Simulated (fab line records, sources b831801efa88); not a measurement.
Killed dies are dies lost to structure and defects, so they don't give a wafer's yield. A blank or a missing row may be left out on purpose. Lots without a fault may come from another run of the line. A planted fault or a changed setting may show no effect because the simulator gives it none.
Problem report in the 8D (eight disciplines) form, filled by code | flow sky130 | the parts of the form that need people (team, actions taken, sign-off) are left out

1. THE PROBLEM
dose_ions_cm2 at SKY_NWELL_IMPLANT_24 reads a mean of 9.9e+12 on 6 wafers of 2 lots; wafers without a fault read 9.2e+12 with a standard deviation of 9.5e+09. That is +76 standard deviations from the usual mean.
First seen on wafer L501.1, day 8 16:23, on implanter-02. The record holds 18 wafers of 6 lots with a number at this step. Rule for "out", or "out of limits": more than 4 standard deviations from the usual mean. The other wafers with a number count as sound.

2. WHAT IT IS AND WHAT IT IS NOT
question                    | is                     | is not
which readings at this step | dose_ions_cm2          | -
which lots                  | L501, L502             | L496, L498, L509, L511
which wafers of those lots  | all that have a number | -
read on which tools         | implanter-02           | implanter-03
when                        | from day 8 16:23       | up to then (6 sound wafers); but 6 sound wafers of L509, L511 came after

3. SUSPECTS, AND WHAT RULES EACH OUT
Counting: a tool at a process step up to the reading stays a suspect if it ran every lot that is out and no sound lot after the first of them.
- implanter-02 at SKY_NWELL_IMPLANT_24: kept. It ran every lot that is out, first L501 (day 8 16:23), and no sound lot after that; its last sound lot up to then is L498 (day 7 19:33). Its own readings are out on those wafers: dose_ions_cm2.
Left after counting: implanter-02 at SKY_NWELL_IMPLANT_24.

4. THE CAUSE (what the simulator had put in)
Process parameter drift: implanter-02, from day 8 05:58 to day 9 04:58, at SKY_NWELL_IMPLANT_24. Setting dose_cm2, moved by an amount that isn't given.
Counting left only this tool.

5. THE CHAIN OF EFFECTS, in route order
Each row: a reading whose mean over the struck wafers that have a number lies more than 3 standard deviations from the usual. Only readings for which the record gives a usual standard deviation are gone through. hours: the time from each lot's start at the first step in this table that gives one to its start at this step, as a median over the lots. sigmas: the change in usual standard deviations.
hours | step                 | reading            | usual   | on struck wafers | change   | sigmas
0     | SKY_NWELL_IMPLANT_24 | dose_ions_cm2      | 9.2e+12 | 9.9e+12          | +7.3e+11 | +76
0     | SKY_NWELL_IMPLANT_24 | faraday_current_uA | 51.9    | 55.8             | +3.9     | +3.5
The process steps in it:
- SKY_NWELL_IMPLANT_24

6. WHAT WOULD HAVE CAUGHT IT SOONER
In this record the first reading out of limits was taken at day 8 16:23, 10 hours after the fault began at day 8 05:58.
